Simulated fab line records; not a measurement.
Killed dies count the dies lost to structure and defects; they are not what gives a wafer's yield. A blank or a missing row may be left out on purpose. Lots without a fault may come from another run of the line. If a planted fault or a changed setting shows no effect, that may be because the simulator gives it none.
Which tool did it? :: flow sky130 :: 39 wafers from 13 lots sampled at 4 of the route's 708 steps

WHAT THE GAUGES READ, wafer by wafer
SKY_SONOS_ONO_CD_MEAS_13 targets a cd of 410 nm. Usual: cdNm reads 410.0 nm (standard deviation 1.8).
lot: L537
measured: day 12 19:31
on: cdSem-01
cdNm (nm): 412.3 409.8 413.6
flag: 

lot: L539
measured: day 13 10:50
on: cdSem-02
cdNm (nm): 409.2 407.9 411.5
flag: 

lot: L540
measured: day 13 19:32
on: cdSem-01
cdNm (nm): 408.7 409.0 410.9
flag: 

lot: L542
measured: day 14 04:55
on: cdSem-01
cdNm (nm): 410.3 412.4 411.5
flag: 

lot: L546
measured: day 15 14:53
on: cdSem-02
cdNm (nm): 401.7 399.9 400.9
flag: OFF

lot: L547
measured: day 16 04:46
on: cdSem-01
cdNm (nm): 401.8 402.3 400.8
flag: OFF

lot: L548
measured: day 16 05:44
on: cdSem-01
cdNm (nm): 402.8 405.4 404.8
flag: OFF

lot: L550
measured: day 18 07:37
on: cdSem-01
cdNm (nm): 409.6 412.1 410.8
flag: 

lot: L553
measured: day 18 10:31
on: cdSem-01
cdNm (nm): 409.9 410.0 409.0
flag: 

lot: L555
measured: day 18 15:29
on: cdSem-02
cdNm (nm): 410.1 408.8 408.5
flag: 

lot: L556
measured: day 18 22:37
on: cdSem-01
cdNm (nm): 408.4 410.2 410.0
flag: 

lot: L557
measured: day 19 07:01
on: cdSem-02
cdNm (nm): 409.8 409.9 406.8
flag: 

lot: L558
measured: day 19 20:50
on: cdSem-02
cdNm (nm): 411.5 412.5 411.2
flag: 

SKY_GATE_OXIDE_THK_MEAS_02. Usual: GATE_OXIDE_OXIDATION_00_THK gives 10.22 nm (standard deviation 0.2).
lot: L537
measured: day 12 22:04
on: filmMetro-03
GATE_OXIDE_OXIDATION_00_THK (nm): 10.31 10.35 10.32
flag: 

lot: L539
measured: day 13 13:16
on: filmMetro-03
GATE_OXIDE_OXIDATION_00_THK (nm): 10.02 10.23 10.04
flag: 

lot: L540
measured: day 13 21:36
on: filmMetro-03
GATE_OXIDE_OXIDATION_00_THK (nm): 10.12 10.21 10.16
flag: 

lot: L542
measured: day 14 07:21
on: filmMetro-01
GATE_OXIDE_OXIDATION_00_THK (nm): 10.07 10.25 10.05
flag: 

lot: L546
measured: day 15 20:56
on: filmMetro-03
GATE_OXIDE_OXIDATION_00_THK (nm): 9.87 9.97 9.80
flag: 

lot: L547
measured: day 16 07:57
on: filmMetro-01
GATE_OXIDE_OXIDATION_00_THK (nm): 10.30 10.48 10.24
flag: 

lot: L548
measured: day 16 07:59
on: filmMetro-04
GATE_OXIDE_OXIDATION_00_THK (nm): 9.98 9.84 9.83
flag: 

lot: L550
measured: day 18 10:02
on: filmMetro-01
GATE_OXIDE_OXIDATION_00_THK (nm): 10.29 10.46 10.44
flag: 

lot: L553
measured: day 18 12:43
on: filmMetro-04
GATE_OXIDE_OXIDATION_00_THK (nm): 10.47 10.53 10.52
flag: 

lot: L555
measured: day 18 18:50
on: filmMetro-03
GATE_OXIDE_OXIDATION_00_THK (nm): 10.18 10.25 10.15
flag: 

lot: L556
measured: day 19 00:38
on: filmMetro-01
GATE_OXIDE_OXIDATION_00_THK (nm): 10.40 10.46 10.50
flag: 

lot: L557
measured: day 19 09:06
on: filmMetro-04
GATE_OXIDE_OXIDATION_00_THK (nm): 10.08 10.24 10.37
flag: 

lot: L558
measured: day 19 22:46
on: filmMetro-04
GATE_OXIDE_OXIDATION_00_THK (nm): 10.39 10.22 10.29
flag: 

SKY_LDD_LDN_OVL_MEAS_07. Usual: LDD_LDN_OVL gives 0.5 nm (standard deviation 1.2).
lot: L537
measured: day 22 19:40
on: overlay-01
LDD_LDN_OVL (nm): 0.2 1.3 1.4
flag: 

lot: L539
measured: day 24 18:10
on: overlay-01
LDD_LDN_OVL (nm): 1.2 2.5 1.8
flag: 

lot: L540
measured: day 24 21:04
on: overlay-02
LDD_LDN_OVL (nm): 0.4 -2.1 0.2
flag: 

lot: L542
measured: day 24 21:46
on: overlay-02
LDD_LDN_OVL (nm): 0.7 -0.5 -0.1
flag: 

lot: L546
measured: day 26 01:31
on: overlay-02
LDD_LDN_OVL (nm): -0.8 0.0 -0.4
flag: 

lot: L547
measured: day 26 16:11
on: overlay-02
LDD_LDN_OVL (nm): 1.7 0.0 0.7
flag: 

lot: L548
measured: day 26 15:47
on: overlay-02
LDD_LDN_OVL (nm): 2.2 2.4 1.7
flag: 

lot: L550
measured: day 28 16:37
on: overlay-01
LDD_LDN_OVL (nm): 0.6 1.1 2.2
flag: 

lot: L553
measured: day 28 18:43
on: overlay-02
LDD_LDN_OVL (nm): 1.2 1.6 1.8
flag: 

lot: L555
measured: day 28 22:46
on: overlay-01
LDD_LDN_OVL (nm): 0.7 -1.1 -0.1
flag: 

lot: L556
measured: day 29 06:07
on: overlay-02
LDD_LDN_OVL (nm): 1.7 2.2 1.5
flag: 

lot: L557
measured: day 29 13:49
on: overlay-01
LDD_LDN_OVL (nm): -1.0 -3.3 -0.7
flag: 

lot: L558
measured: day 30 02:04
on: overlay-01
LDD_LDN_OVL (nm): 3.1 1.6 1.5
flag: 

WHICH TOOL RAN EACH LOT (tool, then ch and the chambers of the sampled wafers, then the start)
lot: L537
SKY_SONOS_ONO_EXPOSE_10: ilineStepper-02 ch 0, day 12 07:50

lot: L539
SKY_SONOS_ONO_EXPOSE_10: ilineStepper-02 ch 0, day 12 22:41

lot: L540
SKY_SONOS_ONO_EXPOSE_10: ilineStepper-01 ch 0, day 13 07:15

lot: L542
SKY_SONOS_ONO_EXPOSE_10: ilineStepper-01 ch 0, day 13 16:25

lot: L546
SKY_SONOS_ONO_EXPOSE_10: ilineStepper-02 ch 0, day 15 02:02

lot: L547
SKY_SONOS_ONO_EXPOSE_10: ilineStepper-02 ch 0, day 15 15:26

lot: L548
SKY_SONOS_ONO_EXPOSE_10: ilineStepper-02 ch 0, day 15 16:44

lot: L550
SKY_SONOS_ONO_EXPOSE_10: ilineStepper-01 ch 0, day 17 15:35

lot: L553
SKY_SONOS_ONO_EXPOSE_10: ilineStepper-01 ch 0, day 17 18:25

lot: L555
SKY_SONOS_ONO_EXPOSE_10: ilineStepper-01 ch 0, day 18 00:46

lot: L556
SKY_SONOS_ONO_EXPOSE_10: ilineStepper-01 ch 0, day 18 08:14

lot: L557
SKY_SONOS_ONO_EXPOSE_10: ilineStepper-01 ch 0, day 18 16:28

lot: L558
SKY_SONOS_ONO_EXPOSE_10: ilineStepper-01 ch 0, day 19 05:17
- SKY_SONOS_ONO_EXPOSE_10: exposes mask ONOM, target cd 410 nm.

WHAT THE TOOLS THEMSELVES READ (means of the sampled wafers that have a number; where no wafer has one, the mark that the record gives instead)
SKY_SONOS_ONO_EXPOSE_10. Usual: exposureDoseMJCm2 reads 149.97 (standard deviation 0.17).
lot: L537
tool: ilineStepper-02
exposureDoseMJCm2: 150.01
flag: 

lot: L539
tool: ilineStepper-02
exposureDoseMJCm2: 149.93
flag: 

lot: L540
tool: ilineStepper-01
exposureDoseMJCm2: 150.01
flag: 

lot: L542
tool: ilineStepper-01
exposureDoseMJCm2: 150.18
flag: 

lot: L546
tool: ilineStepper-02
exposureDoseMJCm2: 155.14
flag: OFF

lot: L547
tool: ilineStepper-02
exposureDoseMJCm2: 153.87
flag: OFF

lot: L548
tool: ilineStepper-02
exposureDoseMJCm2: 154.03
flag: OFF

lot: L550
tool: ilineStepper-01
exposureDoseMJCm2: 149.84
flag: 

lot: L553
tool: ilineStepper-01
exposureDoseMJCm2: 149.89
flag: 

lot: L555
tool: ilineStepper-01
exposureDoseMJCm2: 149.92
flag: 

lot: L556
tool: ilineStepper-01
exposureDoseMJCm2: 149.97
flag: 

lot: L557
tool: ilineStepper-01
exposureDoseMJCm2: 149.96
flag: 

lot: L558
tool: ilineStepper-01
exposureDoseMJCm2: 150.04
flag: 

THE ANSWER, worked out from the rows above alone
Rule: a lot counts as off when the mean over its wafers that have a number is more than 3 standard deviations away from the usual mean. Also off: a lot with no number at a reading for which 4 or more lots have one. Any other lot the step has rows for is counted as sound. After the gauges, taken in route order, come the tools' own readings; for these a lot's mean is taken, as printed above. At the first step where some lot is off, the reading lying furthest off is the one used; lots without a number count as furthest.
Off at SKY_SONOS_ONO_CD_MEAS_13 (cdNm): L546, L547, L548.
If a tool, at a process step before that reading, ran all the lots that are off and no sound lot after the first of them, it fits. The gauges at SKY_SONOS_ONO_CD_MEAS_13 aren't tried: what is off there is off at SKY_SONOS_ONO_EXPOSE_10 too, on other tools, and a gauge's error can't cause that. One fits: ilineStepper-02 at SKY_SONOS_ONO_EXPOSE_10. Its last sound lot is L539 (day 12 22:41), its first lot that is off L546 (day 15 02:02): a fault that began between those two fits.
The tool's own readings at SKY_SONOS_ONO_EXPOSE_10 bear it out: on the lots that are off they differ by more than 5 times the standard deviation of the sound lots' means. exposureDoseMJCm2 reads 154.35 there against 149.97 on the sound lots.

WHAT THE SIMULATOR PUT IN
Process parameter drift: ilineStepper-02, from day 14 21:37 on, at SKY_SONOS_ONO_EXPOSE_10. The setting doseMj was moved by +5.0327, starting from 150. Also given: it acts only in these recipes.
Shown lots that were struck: L546, L547, L548. The rule given above showed the same thing.
